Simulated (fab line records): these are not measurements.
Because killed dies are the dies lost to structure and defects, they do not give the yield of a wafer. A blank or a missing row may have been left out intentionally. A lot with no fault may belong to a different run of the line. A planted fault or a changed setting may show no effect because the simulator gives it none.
Check of tool commonality + flow gf180mcu + Sampled: 13 lots, 39 wafers

## WHY IT WAS OPENED
3 of 13 lots carry a flag on the reading VT_IMPLANT_3_TW at GF_VT_IMPLANT_TW_MEAS_32. Wafers without a fault read 266.5, standard deviation 1.4.
Rule: a lot is flagged when every wafer of it that has a number lies more than 4 standard deviations from that mean, or none has a number. As for the other lots, they are considered sound.

| lot  | measured     | on            | VT_IMPLANT_3_TW, wafer by wafer | flag    |
|------|--------------|---------------|---------------------------------|---------|
| L673 | day 7 13:08  | film metro-01 | 266.5 268.1 268.2               |         |
| L674 | day 7 14:15  | film metro-04 | 268.3 269.3 267.8               |         |
| L675 | day 8 01:35  | film metro-01 | 267.7 267.2 268.4               |         |
| L676 | day 8 13:23  | film metro-03 | 264.7 265.6 266.4               |         |
| L679 | day 9 02:56  | film metro-01 | 266.1 266.2 267.2               |         |
| L680 | day 9 10:43  | film metro-03 | 326.6 327.7 326.9               | FLAGGED |
| L681 | day 9 14:16  | film metro-01 | 267.5 266.1 266.3               |         |
| L682 | day 9 21:35  | film metro-01 | 329.3 328.9 328.4               | FLAGGED |
| L690 | day 12 01:01 | film metro-01 | 327.3 327.9 327.5               | FLAGGED |
| L691 | day 12 08:00 | film metro-03 | 265.5 265.4 266.6               |         |
| L692 | day 12 14:38 | film metro-01 | 268.5 267.9 266.9               |         |
| L693 | day 12 21:56 | film metro-04 | 267.0 266.1 266.1               |         |
| L694 | day 13 03:35 | film metro-03 | 264.8 263.5 264.3               |         |
On average the flagged lots' numbers are 327.8, which is +61.3 against the usual, or +44 standard deviations.

## WHICH TOOL EACH LOT WENT THROUGH
Before the reading, the record contains 2 process steps out of a 602-step route. Each cell gives the tool, then ch followed by the chambers the sampled wafers passed through, then the start.
| lot  | flag    | GF_VT_IMPLANT_STRIP_20               | GF_VT_IMPLANT_IMPLANT_30        |
|------|---------|--------------------------------------|---------------------------------|
| L673 |         | plasma asher-02 ch 0,1, day 6 19:11  | implanter-01 ch 0, day 7 12:54  |
| L674 |         | plasma asher-02 ch 0,1, day 6 23:07  | implanter-02 ch 0, day 7 14:02  |
| L675 |         | plasma asher-04 ch 0,1, day 7 09:24  | implanter-04 ch 0, day 8 01:20  |
| L676 |         | plasma asher-02 ch 0,1, day 7 20:00  | implanter-01 ch 0, day 8 13:10  |
| L679 |         | plasma asher-03 ch 0,1, day 8 09:16  | implanter-02 ch 0, day 9 02:41  |
| L680 | FLAGGED | plasma asher-03 ch 0,1, day 8 17:43  | implanter-04 ch 0, day 9 10:08  |
| L681 |         | plasma asher-02 ch 0,1, day 8 21:14  | implanter-04 ch 0, day 9 14:01  |
| L682 | FLAGGED | plasma asher-02 ch 0,1, day 9 03:55  | implanter-02 ch 0, day 9 20:56  |
| L690 | FLAGGED | plasma asher-02 ch 0,1, day 11 05:07 | implanter-01 ch 0, day 12 00:29 |
| L691 |         | plasma asher-03 ch 0,1, day 11 12:43 | implanter-02 ch 0, day 12 07:48 |
| L692 |         | plasma asher-03 ch 0, day 11 19:14   | implanter-02 ch 0, day 12 14:24 |
| L693 |         | plasma asher-02 ch 0,1, day 12 02:22 | implanter-01 ch 0, day 12 21:43 |
| L694 |         | plasma asher-03 ch 1, day 12 07:34   | implanter-02 ch 0, day 13 03:21 |
What is done by these steps:
- GF_VT_IMPLANT_STRIP_20: strips in O2/N2.
- GF_VT_IMPLANT_IMPLANT_30
- GF_VT_IMPLANT_TW_MEAS_32

## FLAGGED AGAINST TOTAL, ONE TOOL AT A TIME (gauges that did the reading follow at the end)
| step                     | tool            | lots run | flagged | share of the flagged lots | sound lots run after its first flagged lot |
|--------------------------|-----------------|----------|---------|---------------------------|--------------------------------------------|
| GF_VT_IMPLANT_STRIP_20   | plasma asher-02 | 7        | 2       | some                      | 1 (L693)                                   |
| GF_VT_IMPLANT_STRIP_20   | plasma asher-03 | 5        | 1       | some                      | 3 (L691,L692,L694)                         |
| GF_VT_IMPLANT_STRIP_20   | plasma asher-04 | 1        | 0       | none                      | -                                          |
| GF_VT_IMPLANT_IMPLANT_30 | implanter-01    | 4        | 1       | some                      | 1 (L693)                                   |
| GF_VT_IMPLANT_IMPLANT_30 | implanter-02    | 6        | 1       | some                      | 3 (L691,L692,L694)                         |
| GF_VT_IMPLANT_IMPLANT_30 | implanter-04    | 3        | 1       | some                      | 1 (L681)                                   |
| GF_VT_IMPLANT_TW_MEAS_32 | film metro-01   | 7        | 2       | some                      | 1 (L692)                                   |
| GF_VT_IMPLANT_TW_MEAS_32 | film metro-03   | 4        | 1       | some                      | 2 (L691,L694)                              |
| GF_VT_IMPLANT_TW_MEAS_32 | film metro-04   | 2        | 0       | none                      | -                                          |

## WHAT IS ALLOWED BY THE TABLE
No row of the table ran every flagged lot.

## WHAT HAD BEEN PUT IN BY THE SIMULATOR
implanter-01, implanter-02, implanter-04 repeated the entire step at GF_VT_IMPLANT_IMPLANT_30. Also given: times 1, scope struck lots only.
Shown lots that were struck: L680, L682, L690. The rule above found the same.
